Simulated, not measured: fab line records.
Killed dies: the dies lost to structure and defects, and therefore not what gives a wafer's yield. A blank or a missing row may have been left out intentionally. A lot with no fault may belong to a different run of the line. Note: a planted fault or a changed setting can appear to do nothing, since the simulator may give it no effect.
Check of tool commonality -- flow sky130 -- 14 lots and 54 wafers in the sample

== WHAT PROMPTED THE OPENING ==
Of 14 lots, 4 have the reading VT_ADJUST_HVTP_OVL flagged at SKY_VT_ADJUST_HVTP_OVL_MEAS_08. Fault-free wafers read 0.6 nm, with a standard deviation of 1.3.
Rule: flag the lot when none of its wafers has a number, or when each of its wafers that has one lies beyond 4 standard deviations from that mean. As for the other lots, they are considered sound.

lot,measured,on,"VT_ADJUST_HVTP_OVL (nm), wafer by wafer",flag
L261,day 5 23:43,overlay-01,0.2 0.2 -0.4,
L262,day 6 06:16,overlay-02,1.2 -0.7 1.8,
L263,day 6 11:52,overlay-02,0.9 -0.1 0.4,
L264,day 6 19:38,overlay-02,-0.1 -0.2 0.0,
L265,day 7 04:04,overlay-02,-135.4 -134.3 -134.5 -137.1 -135.5 -135.2,FLAGGED
L267,day 7 11:40,overlay-02,-130.8 -132.7 -134.6 -132.5 -133.8 -135.7,FLAGGED
L269,day 8 03:17,overlay-01,-132.0 -131.7 -132.2 -132.5 -132.1 -133.2,FLAGGED
L270,day 8 09:58,overlay-01,-132.7 -132.1 -135.3 -133.4 -132.4 -135.9,FLAGGED
L275,day 10 08:54,overlay-01,1.1 0.6 1.3,
L277,day 10 09:10,overlay-02,-1.1 1.2 -0.8,
L279,day 11 04:08,overlay-01,0.3 0.0 0.8,
L278,day 11 04:44,overlay-01,-0.6 0.4 -0.7,
L281,day 11 14:12,overlay-01,0.4 -1.7 -0.3,
L282,day 11 19:37,overlay-01,1.4 0.1 -1.7,
Averaged over the flagged lots the numbers come to -133.7 nm, -134.2 nm from the usual (-99 or more standard deviations).

== WHICH TOOL RAN EACH LOT ==
Before the reading, the record contains 2 process steps out of a 708-step route. Cell contents, in order: the tool; ch with the chambers the sampled wafers went through; the start.
lot,flag,SKY_FIELD_ISO_CMP_27,SKY_VT_ADJUST_HVTP_EXPOSE_04
L261,,"cmp-01 ch 0,3, day 2 09:55","iline-stepper-02 ch 0, day 5 16:04"
L262,,"cmp-02 ch 0,1, day 2 15:11","iline-stepper-01 ch 0, day 5 22:02"
L263,,"cmp-01 ch 1,3, day 2 19:44","iline-stepper-01 ch 0, day 6 02:47"
L264,,"cmp-02 ch 0,1,3, day 3 02:25","iline-stepper-01 ch 0, day 6 09:55"
L265,FLAGGED,"cmp-01 ch 0,3, day 3 08:14","iline-stepper-01 ch 0, day 6 18:37"
L267,FLAGGED,"cmp-02 ch 0,1,3, day 3 15:36","iline-stepper-01 ch 0, day 7 01:47"
L269,FLAGGED,"cmp-01 ch 1,3, day 4 03:28","iline-stepper-01 ch 0, day 7 17:27"
L270,FLAGGED,"cmp-01 ch 0,2,3, day 4 08:47","iline-stepper-01 ch 0, day 7 23:52"
L275,,"cmp-02 ch 0,1,3, day 5 20:07","iline-stepper-02 ch 0, day 9 22:49"
L277,,"cmp-01 ch 0,1,2, day 5 22:53","iline-stepper-02 ch 0, day 9 23:33"
L279,,"cmp-02 ch 1,2,3, day 6 14:36","iline-stepper-02 ch 0, day 10 17:06"
L278,,"cmp-01 ch 1,3, day 6 14:33","iline-stepper-02 ch 0, day 10 17:43"
L281,,"cmp-02 ch 2,3, day 6 23:47","iline-stepper-02 ch 0, day 11 02:27"
L282,,"cmp-02 ch 1,2,3, day 7 04:07","iline-stepper-02 ch 0, day 11 07:39"
What the steps here do:
- SKY_FIELD_ISO_CMP_27: polishes, stops on Si3N4, t overpolish 16 s, target thk 457.8 nm.
- SKY_VT_ADJUST_HVTP_EXPOSE_04: exposes mask HVTPM, target cd 380 nm.
- SKY_VT_ADJUST_HVTP_OVL_MEAS_08

== FLAGGED OVER TOTAL, TOOL BY TOOL (the gauges that took the reading come last) ==
step,tool,lots run,flagged,share of the flagged lots,sound lots run after its first flagged lot
SKY_FIELD_ISO_CMP_27,cmp-01,7,3,some,"2 (L277,L278)"
SKY_FIELD_ISO_CMP_27,cmp-02,7,1,some,"4 (L275,L279,L281,L282)"
SKY_VT_ADJUST_HVTP_EXPOSE_04,iline-stepper-01,7,4,all,0
SKY_VT_ADJUST_HVTP_EXPOSE_04,iline-stepper-02,7,0,none,-
SKY_VT_ADJUST_HVTP_OVL_MEAS_08,overlay-01,8,2,some,"5 (L275,L279,L278,L281,L282)"
SKY_VT_ADJUST_HVTP_OVL_MEAS_08,overlay-02,6,2,some,1 (L277)

== THE TABLE: WHAT IT ALLOWS ==
In the table, 1 row covers all flagged lots: iline-stepper-01 at SKY_VT_ADJUST_HVTP_EXPOSE_04.
- iline-stepper-01 at SKY_VT_ADJUST_HVTP_EXPOSE_04 ran 7 lots, 4 of them flagged. Last sound lot L264 at day 6 09:55, first flagged lot L265 at day 6 18:37; a fault beginning in between fits.
One tool is left: iline-stepper-01 at SKY_VT_ADJUST_HVTP_EXPOSE_04.

== WHAT THE SIMULATOR HAD INSERTED ==
Scanner matching overlay: iline-stepper-01, from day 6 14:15 on, at SKY_VT_ADJUST_HVTP_EXPOSE_04. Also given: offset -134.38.
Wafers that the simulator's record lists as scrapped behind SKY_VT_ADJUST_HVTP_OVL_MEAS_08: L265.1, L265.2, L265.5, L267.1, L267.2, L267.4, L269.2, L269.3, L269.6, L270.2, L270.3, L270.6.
Shown lots that were struck: L265, L267, L269, L270. This agrees with what the rule above found.
